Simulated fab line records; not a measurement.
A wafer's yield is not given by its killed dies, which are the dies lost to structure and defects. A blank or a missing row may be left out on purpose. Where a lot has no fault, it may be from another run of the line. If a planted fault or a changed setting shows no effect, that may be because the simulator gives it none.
2 desks looking at one fault -- flow gf180mcu -- what lay behind the numbers comes last; until then each desk has only its own

== AT THE METROLOGY DESK ==
What the gauges read for every lot (on any tool): the sampled wafers with a number, averaged. The brackets show how far a lot's mean lies from the usual mean; more than 4 standard deviations puts the lot out of limits, marked OUT.
Columns: A = CONTACT_CVD_00_THK at GF_CONTACT_THK_MEAS_01, usual 301.2 nm; B = CONTACT_CVD_02_THK at GF_CONTACT_THK_MEAS_03, usual 860 nm; C = CONTACT_BOW at GF_CONTACT_BOW_MEAS_05, usual 66 um; D = cd_nm at GF_CONTACT_CD_MEAS_14, usual 220.2 nm; E = CONTACT_OVL at GF_CONTACT_OVL_MEAS_15, usual 1 nm
lot,first seen here,A,B,C,D,E
L394,day 16 05:48,303.4,867,74,221.6,5
L395,day 16 15:59,298.6,856,72,221.0,-1
L396,day 17 01:21,300.0,848,66,219.2,0
L406,day 20 12:11,301.9,860,64,220.6,1
L413,day 22 21:46,300.6,865,62,219.8,5
L414,day 23 06:26,300.7,865,59,221.0,3
Result from this desk: across the 6 lots, nothing is out of limits.

== AT THE TOOL OWNER'S DESK: litho_track-01 ==
At GF_CONTACT_SOFTBAKE_10 (time 60 s), the tool's own readings, given per lot that ran on this tool as the mean of the sampled wafers with a number. The brackets show how far a lot's mean lies from the usual mean; more than 4 standard deviations puts the lot out of limits, marked OUT.
Columns: A = heater_power_total_W at GF_CONTACT_SOFTBAKE_10, usual 93.05 W; B = run_length_s at GF_CONTACT_SOFTBAKE_10, usual 89.12 s
lot,first seen here,A,B
L394,day 16 17:00,93.06,89.12
L395,day 17 04:00,95.08 (+33) OUT,85.39 (-27) OUT
L396,day 17 13:00,96.06 (+48) OUT,83.64 (-39) OUT
This desk finds L395, L396 out of limits, L395 being first, at day 17 04:00 (heater_power_total_W at GF_CONTACT_SOFTBAKE_10). In limits: L394.

== BROUGHT TOGETHER ==
At day 17 04:00, on L395, L396, the tool owner's desk was in a position to raise an alarm.
Metrology desk: nothing out of limits seen.
The metrology desk holds a record of L395, L396, inside its limits.
The lots listed all ran GF_CONTACT_SOFTBAKE_10 on litho_track-01.

== WHAT THE SIMULATOR PUT IN ==
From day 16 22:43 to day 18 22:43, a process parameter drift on litho_track-01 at GF_CONTACT_SOFTBAKE_10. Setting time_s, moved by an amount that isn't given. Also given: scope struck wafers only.
Shown lots that were struck: L395, L396.
Delay in hours, fault start to first out-of-limits reading, by desk: the tool owner's desk at 5.
